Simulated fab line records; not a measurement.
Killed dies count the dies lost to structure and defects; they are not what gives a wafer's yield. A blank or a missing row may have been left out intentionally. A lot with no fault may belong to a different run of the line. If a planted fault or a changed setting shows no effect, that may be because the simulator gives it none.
Chamber matching | flow sky130 | cmp-02 running SKY_VIA2_CMP_24: 4 sister chambers
The step polishes, stops on SiO2, t overpolish 20 s, target thk 0 nm. 4 wafers are shown with their chamber, then 12 later ones without.

== WAFERS WITH THEIR CHAMBER ==
wafer  | chamber | motor-current-A (A)
L091.6 | 3       | 11.7
L091.1 | 2       | 10.4
L091.4 | 1       | 12.5
L091.5 | 0       | 10.0

== WAFERS WITH NO CHAMBER GIVEN ==
wafer  | motor-current-A (A)
L093.1 | 11.9
L093.3 | 12.2
L093.6 | 11.9
L095.3 | 12.4
L095.4 | 11.4
L095.6 | 10.3
L095.1 | 9.8
L095.2 | 12.3
L095.5 | 11.8
L097.2 | 11.8
L097.3 | 10.3
L097.5 | 11.5

== EACH ONE'S CHAMBER ==
wafer  | from the rows above     | in truth
L093.1 | 3                       | 3
L093.3 | can't be placed: 1 or 3 | 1
L093.6 | 3                       | 3
L095.3 | 1                       | 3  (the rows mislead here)
L095.4 | 3                       | 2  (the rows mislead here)
L095.6 | can't be placed: 2 or 0 | 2
L095.1 | 0                       | 0
L095.2 | 1                       | 1
L095.5 | 3                       | 3
L097.2 | 3                       | 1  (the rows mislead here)
L097.3 | can't be placed: 2 or 0 | 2
L097.5 | 3                       | 3
Correct placement for 6 of the 12. From these rows, 3 cannot be placed; in 3 the true chamber is one of the candidates. Placed wrongly: 3.
How it was worked out, from the rows above alone: a wafer's distance from a chamber is the root of the sum, over the readings, of the square of ((its reading less the chamber's mean) divided by the reading's scatter). If the next closest chamber is less than 2 further off than the closest, the wafer can't be placed; otherwise it belongs to the closest. Each chamber's mean is taken over the wafers shown for it. The scatter: with one shown wafer a chamber, the root of the mean of the squares of how far each hidden wafer lies from its nearest shown one.
